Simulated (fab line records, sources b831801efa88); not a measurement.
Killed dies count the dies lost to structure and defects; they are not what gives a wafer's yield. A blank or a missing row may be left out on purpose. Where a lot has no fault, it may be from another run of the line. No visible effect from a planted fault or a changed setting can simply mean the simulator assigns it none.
The tool behind it: which one?	flow sky130	14 lots with 42 wafers sampled at 7 steps, on a route of 708 steps

WHAT THE GAUGES SHOWED, per wafer
SKY_POLY_GATE_THK_MEAS_21. Usual: POLY_GATE_OXIDATION_THK typically reads 4.00 nm, with standard deviation 0.09.
lot	measured	on	POLY_GATE_OXIDATION_THK (nm)	flag
L527	day 16 15:12	film metro-04	4.03 3.96 4.00	
L530	day 17 12:28	film metro-02	4.03 4.08 4.03	
L531	day 17 19:29	film metro-02	4.07 4.13 4.14	
L533	day 18 11:23	film metro-01	4.09 4.08 4.13	
L534	day 19 09:28	film metro-04	4.07 4.08 4.01	
L535	day 19 21:11	film metro-04	4.09 3.94 4.07	
L536	day 20 00:01	film metro-01	3.94 3.92 4.01	
L537	day 20 06:31	film metro-04	3.89 3.86 3.86	
L538	day 20 11:32	film metro-02	3.86 3.89 3.78	
L543	day 22 06:49	film metro-02	4.04 4.03 4.10	
L544	day 22 15:29	film metro-02	3.98 4.08 3.95	
L547	day 23 17:31	film metro-02	3.96 4.05 4.04	
L548	day 23 22:34	film metro-02	4.01 4.00 3.98	
L550	day 24 19:10	film metro-01	3.85 3.91 3.91	

SKY_LDD_P_CD_MEAS_07 targets a cd of 380 nm. Usual: cd nm at 380.3 nm, with a standard deviation of 2.3.
lot	measured	on	cd nm (nm)	flag
L527	day 19 04:13	cd sem-02	376.4 377.4 374.9	
L530	day 20 02:08	cd sem-02	382.2 383.2 381.4	
L531	day 20 09:29	cd sem-01	380.3 379.4 381.1	
L533	day 21 02:10	cd sem-02	381.8 380.0 382.8	
L534	day 22 00:55	cd sem-02	380.1 379.8 379.5	
L535	day 22 12:44	cd sem-02	380.3 380.5 379.7	
L536	day 22 14:10	cd sem-02	381.1 380.3 378.9	
L537	day 22 21:04	cd sem-01	378.9 378.2 380.5	
L538	day 23 02:10	cd sem-02	381.3 380.8 379.4	
L543	day 24 20:41	cd sem-01	- - -	OFF
L544	day 25 04:25	cd sem-02	- - -	OFF
L547	day 26 04:32	cd sem-01	381.5 378.7 379.3	
L548	day 26 09:01	cd sem-02	380.0 381.2 381.3	
L550	day 27 04:46	cd sem-02	379.4 379.4 377.4	

SKY_LDD_HVN_TW_MEAS_10. Usual: LDD_HVN_TW typically reads 1423, with standard deviation 7.9.
lot	measured	on	LDD_HVN_TW	flag
L527	day 20 12:28	film metro-01	1419 1420 1426	
L530	day 21 08:56	film metro-04	1421 1419 1419	
L531	day 21 17:01	film metro-01	1428 1434 1435	
L533	day 22 08:57	film metro-02	1432 1428 1428	
L534	day 23 07:10	film metro-01	1421 1423 1416	
L535	day 23 19:59	film metro-04	1411 1419 1415	
L536	day 23 21:10	film metro-01	1429 1426 1424	
L537	day 24 03:41	film metro-04	1427 1421 1430	
L538	day 24 08:17	film metro-04	1417 1418 1430	
L543	day 26 01:01	film metro-04	1445 1449 1436	
L544	day 26 08:25	film metro-02	1459 1454 1456	OFF
L547	day 27 09:37	film metro-04	1424 1418 1419	
L548	day 27 15:12	film metro-01	1437 1432 1439	
L550	day 28 09:54	film metro-04	1429 1430 1435	

SKY_LDD_HVP_TW_MEAS_10. Usual: LDD_HVP_TW typically reads 450, with standard deviation 3.7.
lot	measured	on	LDD_HVP_TW	flag
L527	day 21 19:39	film metro-04	451 453 451	
L530	day 22 15:20	film metro-04	449 448 451	
L531	day 22 23:58	film metro-03	447 447 449	
L533	day 23 15:40	film metro-03	448 449 449	
L534	day 24 13:16	film metro-03	446 447 448	
L535	day 25 02:03	film metro-03	449 450 446	
L536	day 25 02:58	film metro-04	452 451 452	
L537	day 25 09:29	film metro-01	459 457 456	
L538	day 25 13:55	film metro-01	456 456 457	
L543	day 27 05:07	film metro-03	684 687 692	OFF
L544	day 27 13:22	film metro-01	691 700 697	OFF
L547	day 28 14:25	film metro-03	443 442 443	
L548	day 28 20:10	film metro-04	452 453 455	
L550	day 29 13:55	film metro-03	451 447 447	

EACH LOT AND THE TOOL THAT RAN IT (in order: tool; ch and the chambers of the sampled wafers; start)
lot	SKY_POLY_GATE_ETCH_15	SKY_LDD_P_COAT_02	SKY_LDD_HVN_STRIP_09
L527	rie diel-01 ch 2,3, day 16 12:44	litho track-04 ch 0, day 18 12:04	plasma asher-04 ch 0, day 20 12:22
L530	rie diel-01 ch 2,3, day 17 06:46	litho track-04 ch 0, day 19 09:47	plasma asher-03 ch 0,1, day 21 08:50
L531	rie diel-04 ch 0,2, day 17 16:26	litho track-01 ch 0, day 19 17:00	plasma asher-01 ch 0, day 21 16:55
L533	rie diel-01 ch 0,1,3, day 18 08:53	litho track-04 ch 0, day 20 11:16	plasma asher-01 ch 0,1, day 22 08:51
L534	rie diel-03 ch 1,2, day 19 06:41	litho track-01 ch 0, day 21 09:31	plasma asher-01 ch 0,1, day 23 07:04
L535	rie diel-03 ch 1,2,3, day 19 18:46	litho track-03 ch 0, day 21 21:30	plasma asher-01 ch 0,1, day 23 19:53
L536	rie diel-04 ch 0,1,3, day 19 22:22	litho track-04 ch 0, day 21 23:37	plasma asher-01 ch 0,1, day 23 21:04
L537	rie diel-03 ch 1,2, day 20 04:26	litho track-01 ch 0, day 22 05:25	plasma asher-01 ch 0,1, day 24 03:35
L538	rie diel-01 ch 0,1,2, day 20 09:53	litho track-03 ch 0, day 22 10:07	plasma asher-01 ch 0,1, day 24 08:11
L543	rie diel-04 ch 0,2,3, day 22 04:35	litho track-01, day 24 06:12	plasma asher-04 ch 0,1, day 26 00:54
L544	rie diel-01 ch 0,2,3, day 22 13:50	litho track-04, day 24 14:13	plasma asher-04 ch 0,1, day 26 08:20
L547	rie diel-03 ch 1,2,3, day 23 15:53	litho track-01 ch 0, day 25 15:06	plasma asher-01 ch 0,1, day 27 09:30
L548	rie diel-03 ch 0,1,2, day 23 20:56	litho track-01 ch 0, day 25 20:01	plasma asher-01 ch 0,1, day 27 15:06
L550	rie diel-03 ch 0,1,2, day 24 17:32	litho track-04 ch 0, day 26 14:19	plasma asher-03 ch 0,1, day 28 09:48
- SKY_POLY_GATE_ETCH_15: etches BARC in N2/H2, stops on SiO2, time 118.5 s, target depth 110 nm.
- SKY_LDD_P_COAT_02: resist thk 1140 nm.
- SKY_LDD_HVN_STRIP_09: strips in O2/N2.

AS READ BY THE TOOLS THEMSELVES (means over the sampled wafers that have a number; for cases with no such wafer, the mark the record gives instead)
SKY_POLY_GATE_ETCH_15. Usual: drypump motor current A 5.5 A, standard deviation 0.35; oes product au 0.716 a.u., standard deviation 0.0049; throttle valve pct 13.214 %, standard deviation 0.01.
lot	tool	drypump motor current A (A)	oes product au (a.u.)	throttle valve pct (%)	flag
L527	rie diel-01	5.2	0.708	13.205	
L530	rie diel-01	5.2	0.714	13.210	
L531	rie diel-04	5.8	0.720	13.219	
L533	rie diel-01	5.5	0.718	13.223	
L534	rie diel-03	5.6	0.713	13.218	
L535	rie diel-03	5.4	0.720	13.206	
L536	rie diel-04	5.7	0.717	13.217	
L537	rie diel-03	5.4	0.714	13.205	
L538	rie diel-01	5.3	0.711	13.223	
L543	rie diel-04	5.6	0.717	13.210	
L544	rie diel-01	5.3	0.716	13.222	
L547	rie diel-03	5.4	0.710	13.210	
L548	rie diel-03	5.7	0.719	13.218	
L550	rie diel-03	5.7	0.717	13.207	

SKY_LDD_P_COAT_02. Usual: chill plate temp C 23.01 C, standard deviation 0.11; dispense pressure kPa 52 kPa, standard deviation 5.3.
lot	tool	chill plate temp C (C)	dispense pressure kPa (kPa)	flag
L527	litho track-04	23.00	54	
L530	litho track-04	23.07	54	
L531	litho track-01	23.05	56	
L533	litho track-04	22.93	54	
L534	litho track-01	22.93	56	
L535	litho track-03	23.04	42	
L536	litho track-04	23.04	54	
L537	litho track-01	22.91	56	
L538	litho track-03	23.06	42	
L543	litho track-01	-	-	OFF
L544	litho track-04	-	-	OFF
L547	litho track-01	22.96	56	
L548	litho track-01	22.99	56	
L550	litho track-04	22.81	54	

SKY_LDD_HVN_STRIP_09. Usual: drypump motor current A 5.8 A, standard deviation 0.66; oes product au 0.409 a.u., standard deviation 0.0047; strip time to endpoint s 4.132 s, standard deviation 0.013.
lot	tool	drypump motor current A (A)	oes product au (a.u.)	strip time to endpoint s (s)	flag
L527	plasma asher-04	5.5	0.408	4.134	
L530	plasma asher-03	6.4	0.405	4.136	
L531	plasma asher-01	5.0	0.412	4.139	
L533	plasma asher-01	6.0	0.405	4.124	
L534	plasma asher-01	6.0	0.410	4.126	
L535	plasma asher-01	5.9	0.410	4.132	
L536	plasma asher-01	5.5	0.409	4.132	
L537	plasma asher-01	5.9	0.402	4.132	
L538	plasma asher-01	5.9	0.414	4.134	
L543	plasma asher-04	5.4	0.406	4.139	
L544	plasma asher-04	5.5	0.407	4.135	
L547	plasma asher-01	6.0	0.411	4.141	
L548	plasma asher-01	6.0	0.416	4.147	
L550	plasma asher-03	6.4	0.409	4.136	

THE ANSWER, worked out from the rows above alone
Rule: a lot is off if the mean of its wafers that have a number lies more than 3 standard deviations from the usual mean. A lot without any number at a reading at which 4 lots or more have one is off too. All remaining lots with rows at the step are treated as sound. First the gauges in route order, then the tools' own readings, where a lot's mean is used as printed above. At the first step where some lot is off, the reading lying furthest off is the one used; lots without a number count as furthest.
Off: L543, L544 (SKY_LDD_P_CD_MEAS_07, cd nm). Without a number there: L543, L544.
If a tool, at a process step before that reading, ran all the lots that are off and no sound lot after the first of them, it fits. The gauges at SKY_LDD_P_CD_MEAS_07 aren't tried: what is off there is off at SKY_LDD_HVP_TW_MEAS_10 too, on other tools, and a gauge's error can't cause that. Not one of the candidates tried fits.

WHAT THE SIMULATOR HAD INSERTED
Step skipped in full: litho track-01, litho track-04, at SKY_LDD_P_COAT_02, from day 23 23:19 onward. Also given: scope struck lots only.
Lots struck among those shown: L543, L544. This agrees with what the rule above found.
